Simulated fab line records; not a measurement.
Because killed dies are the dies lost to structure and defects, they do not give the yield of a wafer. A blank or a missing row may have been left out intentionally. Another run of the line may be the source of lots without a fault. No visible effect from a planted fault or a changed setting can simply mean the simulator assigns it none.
The tool behind it: which one? -- flow gf180mcu -- 13 lots, 39 wafers sampled, at 4 steps of a route of 602

WHAT THE GAUGES READ, wafer by wafer
GF_POLY_GATE_THK_MEAS_01. Usual: POLY_GATE_CVD_00_THK typically reads 200.1 nm, with standard deviation 2.
lot,measured,on,POLY_GATE_CVD_00_THK (nm),flag
L940,day 8 11:24,film metro-01,202.3 202.2 200.6,
L942,day 9 00:40,film metro-01,199.8 200.7 200.9,
L943,day 9 08:46,film metro-02,201.3 201.1 201.4,
L944,day 9 15:55,film metro-01,201.5 200.7 200.8,
L945,day 9 22:26,film metro-03,200.1 200.5 199.4,
L949,day 11 02:20,film metro-03,202.0 201.2 200.6,
L952,day 12 01:48,film metro-01,199.3 198.4 199.5,
L953,day 12 07:25,film metro-02,201.6 200.5 199.8,
L957,day 13 09:40,film metro-02,199.5 199.6 199.2,
L958,day 13 16:24,film metro-02,197.9 198.6 198.8,
L959,day 13 21:59,film metro-02,198.9 197.9 198.3,
L961,day 14 14:50,film metro-03,197.7 199.8 197.4,
L962,day 14 21:45,film metro-01,200.9 200.5 202.6,

WHAT TOOL EACH LOT RAN ON (gives the tool, then ch and the chambers of the sampled wafers, and finally the start)
lot,GF_MVSD_STRIP_10,GF_VT_IMPLANT_SOFTBAKE_36,GF_VT_IMPLANT_RTA_45
L940,"plasma asher-02 ch 0,1, day 4 09:56","litho track-04 ch 0, day 7 04:19","rtp anneal-02 ch 0, day 7 11:53"
L942,"plasma asher-02 ch 0,1, day 4 21:59","litho track-03 ch 0, day 7 17:28","rtp anneal-01 ch 0, day 8 01:51"
L943,"plasma asher-03 ch 0,1, day 5 03:53","litho track-01 ch 0, day 8 01:09","rtp anneal-02 ch 0, day 8 09:37"
L944,"plasma asher-01 ch 0,1, day 5 10:32","litho track-04 ch 0, day 8 08:49","rtp anneal-01 ch 0, day 8 17:50"
L945,"plasma asher-02 ch 0,1, day 5 16:13","litho track-04 ch 0, day 8 14:51","rtp anneal-01 ch 0, day 8 23:23"
L949,"plasma asher-01 ch 0,1, day 6 15:05","litho track-03 ch 0, day 9 17:11","rtp anneal-02 ch 0, day 10 02:32"
L952,"plasma asher-02 ch 0,1, day 7 08:29","litho track-04 ch 0, day 10 12:40","rtp anneal-01 ch 0, day 10 22:55"
L953,"plasma asher-01 ch 0, day 7 14:17","litho track-04 ch 0, day 10 19:22","rtp anneal-02 ch 0, day 11 04:58"
L957,"plasma asher-01 ch 0,1, day 8 13:10","litho track-01 ch 0, day 11 21:14","rtp anneal-02 ch 0, day 12 07:15"
L958,"plasma asher-03 ch 0,1, day 8 19:41","litho track-01 ch 0, day 12 05:11","rtp anneal-02 ch 0, day 12 15:23"
L959,"plasma asher-01 ch 0,1, day 8 23:17","litho track-03 ch 0, day 12 09:53","rtp anneal-02 ch 0, day 12 20:17"
L961,"plasma asher-03 ch 0,1, day 9 12:47","litho track-01 ch 0, day 13 01:28","rtp anneal-02 ch 0, day 13 11:52"
L962,"plasma asher-01 ch 1, day 9 18:37","litho track-01 ch 0, day 13 08:49","rtp anneal-01 ch 0, day 13 19:27"
- GF_MVSD_STRIP_10: strips in O2/N2.
- GF_VT_IMPLANT_SOFTBAKE_36: time 60 s.
- GF_VT_IMPLANT_RTA_45: time 30 s.

WHAT THE TOOLS THEMSELVES READ (means of the sampled wafers that have a number; where no wafer has one, the mark that the record gives instead)
GF_MVSD_STRIP_10. Usual: chamber pressure mTorr 1499.9 mTorr, standard deviation 1.7; drypump motor current A 5.7 A, standard deviation 0.35; heater power w 323 W, standard deviation 45; oes product au 0.723 a.u., standard deviation 0.0049; strip time to endpoint s 37.03 s, standard deviation 0.12.
lot,tool,chamber pressure mTorr (mTorr),drypump motor current A (A),heater power w (W),oes product au (a.u.),strip time to endpoint s (s),flag
L940,plasma asher-02,1499.9,5.6,361,0.722,36.99,
L942,plasma asher-02,1500.4,5.6,364,0.726,37.15,
L943,plasma asher-03,1500.0,5.7,356,0.723,37.05,
L944,plasma asher-01,1500.7,5.5,312,0.726,37.09,
L945,plasma asher-02,1499.5,5.7,331,0.728,37.11,
L949,plasma asher-01,1501.2,5.5,309,0.725,37.16,
L952,plasma asher-02,1500.7,5.6,328,0.724,37.10,
L953,plasma asher-01,1500.4,6.1,269,0.722,36.92,
L957,plasma asher-01,1499.7,5.5,308,0.728,36.80,
L958,plasma asher-03,1500.8,5.8,355,0.726,37.00,
L959,plasma asher-01,1500.4,5.6,306,0.726,37.00,
L961,plasma asher-03,1499.6,5.7,360,0.724,36.82,
L962,plasma asher-01,1500.1,5.3,327,0.718,36.99,

GF_VT_IMPLANT_SOFTBAKE_36. Usual: heater power total W 56.60 W, standard deviation 0.043; run length s 89.20 s, standard deviation 0.16.
lot,tool,heater power total W (W),run length s (s),flag
L940,litho track-04,56.62,89.38,
L942,litho track-03,56.58,89.05,
L943,litho track-01,56.62,89.12,
L944,litho track-04,56.59,89.35,
L945,litho track-04,56.57,89.36,
L949,litho track-03,56.58,89.15,
L952,litho track-04,58.47,84.39,OFF
L953,litho track-04,60.40,79.57,OFF
L957,litho track-01,56.59,89.03,
L958,litho track-01,56.60,89.06,
L959,litho track-03,56.64,89.12,
L961,litho track-01,56.61,89.13,
L962,litho track-01,56.59,89.13,

GF_VT_IMPLANT_RTA_45. Usual: chamber o2 ppm 1.998, standard deviation 0.023; lamp power pct 35.1 %, standard deviation 0.62; wafer_temp_C_max 1053.7, standard deviation 0.8.
lot,tool,chamber o2 ppm,lamp power pct (%),wafer_temp_C_max,flag
L940,rtp anneal-02,2.005,35.8,1052.8,
L942,rtp anneal-01,2.013,34.5,1053.4,
L943,rtp anneal-02,2.007,35.7,1052.9,
L944,rtp anneal-01,1.990,34.5,1053.2,
L945,rtp anneal-01,2.008,34.5,1054.9,
L949,rtp anneal-02,1.977,35.7,1054.6,
L952,rtp anneal-01,2.018,34.5,1054.5,
L953,rtp anneal-02,2.007,35.7,1053.0,
L957,rtp anneal-02,2.002,35.7,1053.1,
L958,rtp anneal-02,2.002,35.7,1053.6,
L959,rtp anneal-02,1.994,35.7,1053.0,
L961,rtp anneal-02,1.995,35.7,1054.0,
L962,rtp anneal-01,2.008,34.5,1054.4,

THE ANSWER, worked out from the rows above alone
Rule: lot off if the mean of its wafers having a number is beyond 3 standard deviations from the usual mean. Also off: a lot with no number at a reading for which 4 or more lots have one. Where the step has rows for the other lots, those lots are counted as sound. Order of review: gauges by route order, followed by the tools' own readings, for which a lot's mean as printed above is used. The first step at which some lot is off is used, and at that step the reading that is off furthest; a lot without a number counts as furthest.
Off, at GF_VT_IMPLANT_SOFTBAKE_36 on heater power total W: L952, L953.
A tool fits if, at that step or a process step before it, it ran every lot that is off, and no sound lot after the first of them. One fits: GF_VT_IMPLANT_SOFTBAKE_36 on litho track-04. A fault onset in the window from L945 (day 8 14:51, its last sound lot) to L952 (day 10 12:40, its first lot off) fits.
The tool's own readings at GF_VT_IMPLANT_SOFTBAKE_36 bear it out: on the lots that are off they differ by more than 5 times the standard deviation of the sound lots' means. heater power total W reads 59.44 W there against 56.60 W on the sound lots; run length s reads 81.98 s there against 89.17 s on the sound lots.

WHAT THE SIMULATOR HAD PUT IN
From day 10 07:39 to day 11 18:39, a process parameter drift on litho track-04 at GF_VT_IMPLANT_SOFTBAKE_36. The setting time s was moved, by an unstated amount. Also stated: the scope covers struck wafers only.
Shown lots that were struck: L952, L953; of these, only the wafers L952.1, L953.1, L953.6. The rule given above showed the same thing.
